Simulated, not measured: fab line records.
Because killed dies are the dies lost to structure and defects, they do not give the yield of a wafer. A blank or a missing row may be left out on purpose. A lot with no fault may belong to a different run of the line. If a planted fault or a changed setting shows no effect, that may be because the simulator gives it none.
The tool behind it: which one?    flow sky130    6 lots, 18 wafers sampled, at 2 steps of a route of 708

== WHAT THE GAUGES SHOWED, per wafer ==
SKY_VIA4_THK_MEAS_01.
lot   measured      on            VIA4_HDPCVD_THK (nm)
L112  day 41 15:24  filmMetro-04  1752 1782 1757
L116  day 42 21:29  filmMetro-04  1758 1778 1727
L118  day 43 14:35  filmMetro-04  1762 1724 1769
L124  day 45 17:53  filmMetro-04  1705 1733 1738
L129  day 47 10:17  filmMetro-04  1752 1769 1733
L134  day 48 02:28  filmMetro-04  1756 1780 1761

== EACH LOT AND THE TOOL THAT RAN IT (in order: tool; ch and the chambers of the sampled wafers; start) ==
lot   SKY_CAPM_CVD_00
L112  pecvd-01 ch 0,1, day 36 02:40
L116  pecvd-02 ch 1,2, day 37 10:55
L118  pecvd-01 ch 0,2, day 38 07:43
L124  pecvd-04 ch 0,1,2, day 40 18:26
L129  pecvd-02 ch 1,2, day 42 18:13
L134  pecvd-01 ch 0,2, day 43 14:37
- SKY_CAPM_CVD_00: deposits SiO2, target thk 15.5 nm.

== THE ANSWER, worked out from the rows above alone ==
Rule: the lots themselves supply what counts as usual. Put in order of their means at a reading, lots are off if they are a third of the lots or fewer, leave a main group of 4 or more, and stand apart from it by a gap of 3 or more times the standard deviation of the main group's means; of several such gaps the widest counts. The tables above print the reading to a certain number of digits; a main group whose means all agree to those digits is not used. A lot without any number at a reading at which 4 lots or more have one is off too. Any other lot the step has rows for is counted as sound.
Off: L124, at SKY_VIA4_THK_MEAS_01 (VIA4_HDPCVD_THK). Mean 1757 nm and standard deviation 6.1 in the main group.
If a tool, at a process step before that reading, ran all the lots that are off and no sound lot after the first of them, it fits. The gauges at SKY_VIA4_THK_MEAS_01 are tried like those tools. One fits: SKY_CAPM_CVD_00 on pecvd-04. It ran no sound lot before its first lot that is off in this sample, so the start can't be narrowed down.

== WHAT THE SIMULATOR PUT IN ==
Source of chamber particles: pecvd-04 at SKY_CAPM_CVD_00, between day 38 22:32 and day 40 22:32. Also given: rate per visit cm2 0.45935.
Shown lots that were struck: L124. The same result came from the rule above.
